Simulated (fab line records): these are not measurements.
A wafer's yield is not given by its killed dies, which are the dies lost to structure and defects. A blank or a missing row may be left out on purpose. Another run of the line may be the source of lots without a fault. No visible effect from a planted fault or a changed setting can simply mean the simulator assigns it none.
What tool caused it? || flow sky130 || Sampling: 12 lots, 36 wafers, 5 of 708 route steps

== WHAT THE GAUGES SHOWED, per wafer ==
SKY_POLY_GATE_OVL_MEAS_14.
{"lot": "L647", "measured": "day 16 04:11", "on": "overlay-02", "POLY_GATE_OVL (nm)": "-2 4 -2"}
{"lot": "L649", "measured": "day 17 04:38", "on": "overlay-02", "POLY_GATE_OVL (nm)": "-4 0 -6"}
{"lot": "L650", "measured": "day 17 07:53", "on": "overlay-01", "POLY_GATE_OVL (nm)": "-14 -6 -9"}
{"lot": "L651", "measured": "day 17 14:31", "on": "overlay-02", "POLY_GATE_OVL (nm)": "-4 5 1"}
{"lot": "L653", "measured": "day 18 18:05", "on": "overlay-01", "POLY_GATE_OVL (nm)": "-5 -11 -4"}
{"lot": "L654", "measured": "day 19 14:07", "on": "overlay-02", "POLY_GATE_OVL (nm)": "-1 0 -5"}
{"lot": "L656", "measured": "day 20 15:55", "on": "overlay-01", "POLY_GATE_OVL (nm)": "-11 -7 -6"}
{"lot": "L658", "measured": "day 21 00:10", "on": "overlay-01", "POLY_GATE_OVL (nm)": "-8 -6 -11"}
{"lot": "L657", "measured": "day 21 01:10", "on": "overlay-02", "POLY_GATE_OVL (nm)": "7 -2 9"}
{"lot": "L659", "measured": "day 21 04:52", "on": "overlay-01", "POLY_GATE_OVL (nm)": "-10 -10 -8"}
{"lot": "L668", "measured": "day 23 23:35", "on": "overlay-02", "POLY_GATE_OVL (nm)": "0 -4 -6"}
{"lot": "L667", "measured": "day 24 01:09", "on": "overlay-02", "POLY_GATE_OVL (nm)": "-5 4 -3"}

SKY_LDD_HVN_TW_MEAS_10.
{"lot": "L647", "measured": "day 20 02:04", "on": "filmMetro-03", "LDD_HVN_TW": "1446 1443 1450"}
{"lot": "L649", "measured": "day 21 02:44", "on": "filmMetro-01", "LDD_HVN_TW": "1440 1443 1446"}
{"lot": "L650", "measured": "day 21 07:20", "on": "filmMetro-03", "LDD_HVN_TW": "1458 1461 1462"}
{"lot": "L651", "measured": "day 21 13:35", "on": "filmMetro-04", "LDD_HVN_TW": "1438 1437 1435"}
{"lot": "L653", "measured": "day 22 16:50", "on": "filmMetro-03", "LDD_HVN_TW": "1457 1457 1460"}
{"lot": "L654", "measured": "day 23 13:30", "on": "filmMetro-01", "LDD_HVN_TW": "1441 1458 1453"}
{"lot": "L656", "measured": "day 24 14:06", "on": "filmMetro-03", "LDD_HVN_TW": "1448 1446 1451"}
{"lot": "L658", "measured": "day 24 22:20", "on": "filmMetro-03", "LDD_HVN_TW": "1445 1447 1456"}
{"lot": "L657", "measured": "day 24 23:14", "on": "filmMetro-01", "LDD_HVN_TW": "1445 1445 1440"}
{"lot": "L659", "measured": "day 25 02:07", "on": "filmMetro-01", "LDD_HVN_TW": "1797 1810 1806"}
{"lot": "L668", "measured": "day 27 19:08", "on": "filmMetro-04", "LDD_HVN_TW": "1428 1427 1431"}
{"lot": "L667", "measured": "day 27 20:04", "on": "filmMetro-04", "LDD_HVN_TW": "1792 1785 1788"}

== WHICH TOOL RAN EACH LOT (tool, then ch and the chambers of the sampled wafers, then the start) ==
{"lot": "L647", "SKY_POLY_GATE_STRIP_18": "plasmaAsher-03 ch 0,1, day 16 04:27", "SKY_LDD_P_STRIP_10": "plasmaAsher-04 ch 0,1, day 18 18:54", "SKY_LDD_HVN_IMPLANT_08": "implanter-01 ch 0, day 20 01:50"}
{"lot": "L649", "SKY_POLY_GATE_STRIP_18": "plasmaAsher-03 ch 0,1, day 17 04:55", "SKY_LDD_P_STRIP_10": "plasmaAsher-04 ch 0,1, day 19 19:48", "SKY_LDD_HVN_IMPLANT_08": "implanter-01 ch 0, day 21 02:29"}
{"lot": "L650", "SKY_POLY_GATE_STRIP_18": "plasmaAsher-04 ch 0,1, day 17 08:09", "SKY_LDD_P_STRIP_10": "plasmaAsher-04 ch 0,1, day 20 00:44", "SKY_LDD_HVN_IMPLANT_08": "implanter-03 ch 0, day 21 07:05"}
{"lot": "L651", "SKY_POLY_GATE_STRIP_18": "plasmaAsher-02 ch 0,1, day 17 14:47", "SKY_LDD_P_STRIP_10": "plasmaAsher-01 ch 0,1, day 20 06:22", "SKY_LDD_HVN_IMPLANT_08": "implanter-02 ch 0, day 21 13:20"}
{"lot": "L653", "SKY_POLY_GATE_STRIP_18": "plasmaAsher-03 ch 0,1, day 18 18:21", "SKY_LDD_P_STRIP_10": "plasmaAsher-01 ch 0,1, day 21 09:52", "SKY_LDD_HVN_IMPLANT_08": "implanter-02 ch 0, day 22 16:35"}
{"lot": "L654", "SKY_POLY_GATE_STRIP_18": "plasmaAsher-04 ch 0,1, day 19 14:25", "SKY_LDD_P_STRIP_10": "plasmaAsher-01 ch 0,1, day 22 06:42", "SKY_LDD_HVN_IMPLANT_08": "implanter-01 ch 0, day 23 13:17"}
{"lot": "L656", "SKY_POLY_GATE_STRIP_18": "plasmaAsher-03 ch 0,1, day 20 16:13", "SKY_LDD_P_STRIP_10": "plasmaAsher-03 ch 0,1, day 23 07:59", "SKY_LDD_HVN_IMPLANT_08": "implanter-03 ch 0, day 24 13:54"}
{"lot": "L658", "SKY_POLY_GATE_STRIP_18": "plasmaAsher-02 ch 0, day 21 00:26", "SKY_LDD_P_STRIP_10": "plasmaAsher-01 ch 0,1, day 23 15:57", "SKY_LDD_HVN_IMPLANT_08": "implanter-01 ch 0, day 24 22:07"}
{"lot": "L657", "SKY_POLY_GATE_STRIP_18": "plasmaAsher-04 ch 0,1, day 21 01:26", "SKY_LDD_P_STRIP_10": "plasmaAsher-04 ch 0,1, day 23 17:37", "SKY_LDD_HVN_IMPLANT_08": "implanter-02 ch 0, day 24 23:01"}
{"lot": "L659", "SKY_POLY_GATE_STRIP_18": "plasmaAsher-03 ch 0,1, day 21 05:08", "SKY_LDD_P_STRIP_10": "plasmaAsher-01 ch 0,1, day 23 19:40", "SKY_LDD_HVN_IMPLANT_08": "implanter-02 ch 0, day 25 01:32"}
{"lot": "L668", "SKY_POLY_GATE_STRIP_18": "plasmaAsher-04 ch 0,1, day 23 23:52", "SKY_LDD_P_STRIP_10": "plasmaAsher-03 ch 0,1, day 26 13:55", "SKY_LDD_HVN_IMPLANT_08": "implanter-03 ch 0, day 27 18:53"}
{"lot": "L667", "SKY_POLY_GATE_STRIP_18": "plasmaAsher-03 ch 0,1, day 24 01:26", "SKY_LDD_P_STRIP_10": "plasmaAsher-04 ch 0,1, day 26 14:38", "SKY_LDD_HVN_IMPLANT_08": "implanter-02 ch 0, day 27 19:32"}
- SKY_POLY_GATE_STRIP_18: strips in O2/N2.
- SKY_LDD_P_STRIP_10: strips in O2/N2.
- SKY_LDD_HVN_IMPLANT_08

== WHAT THE TOOLS THEMSELVES READ (means of the sampled wafers that have a number; where no wafer has one, the mark that the record gives instead) ==
SKY_POLY_GATE_STRIP_18.
{"lot": "L647", "tool": "plasmaAsher-03", "drypumpMotorCurrentA (A)": 5.3, "oesProductAu (a.u.)": 0.359, "stripTimeToEndpointS (s)": 3.12}
{"lot": "L649", "tool": "plasmaAsher-03", "drypumpMotorCurrentA (A)": 5.1, "oesProductAu (a.u.)": 0.360, "stripTimeToEndpointS (s)": 3.21}
{"lot": "L650", "tool": "plasmaAsher-04", "drypumpMotorCurrentA (A)": 5.4, "oesProductAu (a.u.)": 0.357, "stripTimeToEndpointS (s)": 3.16}
{"lot": "L651", "tool": "plasmaAsher-02", "drypumpMotorCurrentA (A)": 5.6, "oesProductAu (a.u.)": 0.363, "stripTimeToEndpointS (s)": 3.16}
{"lot": "L653", "tool": "plasmaAsher-03", "drypumpMotorCurrentA (A)": 5.2, "oesProductAu (a.u.)": 0.359, "stripTimeToEndpointS (s)": 3.15}
{"lot": "L654", "tool": "plasmaAsher-04", "drypumpMotorCurrentA (A)": 5.9, "oesProductAu (a.u.)": 0.362, "stripTimeToEndpointS (s)": 3.22}
{"lot": "L656", "tool": "plasmaAsher-03", "drypumpMotorCurrentA (A)": 5.1, "oesProductAu (a.u.)": 0.365, "stripTimeToEndpointS (s)": 3.21}
{"lot": "L658", "tool": "plasmaAsher-02", "drypumpMotorCurrentA (A)": 5.7, "oesProductAu (a.u.)": 0.359, "stripTimeToEndpointS (s)": 3.18}
{"lot": "L657", "tool": "plasmaAsher-04", "drypumpMotorCurrentA (A)": 5.4, "oesProductAu (a.u.)": 0.359, "stripTimeToEndpointS (s)": 3.19}
{"lot": "L659", "tool": "plasmaAsher-03", "drypumpMotorCurrentA (A)": 5.1, "oesProductAu (a.u.)": 0.360, "stripTimeToEndpointS (s)": 3.20}
{"lot": "L668", "tool": "plasmaAsher-04", "drypumpMotorCurrentA (A)": 5.8, "oesProductAu (a.u.)": 0.360, "stripTimeToEndpointS (s)": 3.14}
{"lot": "L667", "tool": "plasmaAsher-03", "drypumpMotorCurrentA (A)": 5.3, "oesProductAu (a.u.)": 0.364, "stripTimeToEndpointS (s)": 3.16}

SKY_LDD_P_STRIP_10.
{"lot": "L647", "tool": "plasmaAsher-04", "drypumpMotorCurrentA (A)": 5.8, "oesProductAu (a.u.)": 0.716, "stripTimeToEndpointS (s)": 14.23}
{"lot": "L649", "tool": "plasmaAsher-04", "drypumpMotorCurrentA (A)": 5.9, "oesProductAu (a.u.)": 0.715, "stripTimeToEndpointS (s)": 14.16}
{"lot": "L650", "tool": "plasmaAsher-04", "drypumpMotorCurrentA (A)": 5.4, "oesProductAu (a.u.)": 0.717, "stripTimeToEndpointS (s)": 14.24}
{"lot": "L651", "tool": "plasmaAsher-01", "drypumpMotorCurrentA (A)": 5.5, "oesProductAu (a.u.)": 0.714, "stripTimeToEndpointS (s)": 14.19}
{"lot": "L653", "tool": "plasmaAsher-01", "drypumpMotorCurrentA (A)": 5.5, "oesProductAu (a.u.)": 0.714, "stripTimeToEndpointS (s)": 14.18}
{"lot": "L654", "tool": "plasmaAsher-01", "drypumpMotorCurrentA (A)": 5.6, "oesProductAu (a.u.)": 0.713, "stripTimeToEndpointS (s)": 14.21}
{"lot": "L656", "tool": "plasmaAsher-03", "drypumpMotorCurrentA (A)": 5.3, "oesProductAu (a.u.)": 0.711, "stripTimeToEndpointS (s)": 14.13}
{"lot": "L658", "tool": "plasmaAsher-01", "drypumpMotorCurrentA (A)": 5.5, "oesProductAu (a.u.)": 0.718, "stripTimeToEndpointS (s)": 14.24}
{"lot": "L657", "tool": "plasmaAsher-04", "drypumpMotorCurrentA (A)": 5.8, "oesProductAu (a.u.)": 0.716, "stripTimeToEndpointS (s)": 14.25}
{"lot": "L659", "tool": "plasmaAsher-01", "drypumpMotorCurrentA (A)": 5.5, "oesProductAu (a.u.)": 0.715, "stripTimeToEndpointS (s)": 14.14}
{"lot": "L668", "tool": "plasmaAsher-03", "drypumpMotorCurrentA (A)": 5.1, "oesProductAu (a.u.)": 0.718, "stripTimeToEndpointS (s)": 14.24}
{"lot": "L667", "tool": "plasmaAsher-04", "drypumpMotorCurrentA (A)": 5.9, "oesProductAu (a.u.)": 0.713, "stripTimeToEndpointS (s)": 14.24}

== THE ANSWER, worked out from the rows above alone ==
Rule: the usual values come from the lots themselves. The widest of any qualifying gaps counts: lots, ordered by their means at a reading, are off when they make up no more than a third of the lots, leave a main group of 4 or more, and stand apart from it by 3 or more times the standard deviation of that group's means. A main group is skipped when, at the precision printed for the reading in the tables above, its means are all equal. A lot without any number at a reading at which 4 lots or more have one is off too. All remaining lots with rows at the step are treated as sound. After the gauges, taken in route order, come the tools' own readings; for these a lot's mean is taken, as printed above. At the first step where some lot is off, the reading lying furthest off is the one used; lots without a number count as furthest.
Off: at SKY_LDD_HVN_TW_MEAS_10 (LDD_HVN_TW), L659, L667. For the main group the mean is 1446 and the standard deviation 8.9.
A tool fits if, at a process step before that reading, it ran every lot that is off, and no sound lot after the first of them. The gauges at SKY_LDD_HVN_TW_MEAS_10 are tried like those tools. This does not decide it: 2 tools fit, namely plasmaAsher-03 at SKY_POLY_GATE_STRIP_18 and implanter-02 at SKY_LDD_HVN_IMPLANT_08.

== WHAT THE SIMULATOR HAD PUT IN ==
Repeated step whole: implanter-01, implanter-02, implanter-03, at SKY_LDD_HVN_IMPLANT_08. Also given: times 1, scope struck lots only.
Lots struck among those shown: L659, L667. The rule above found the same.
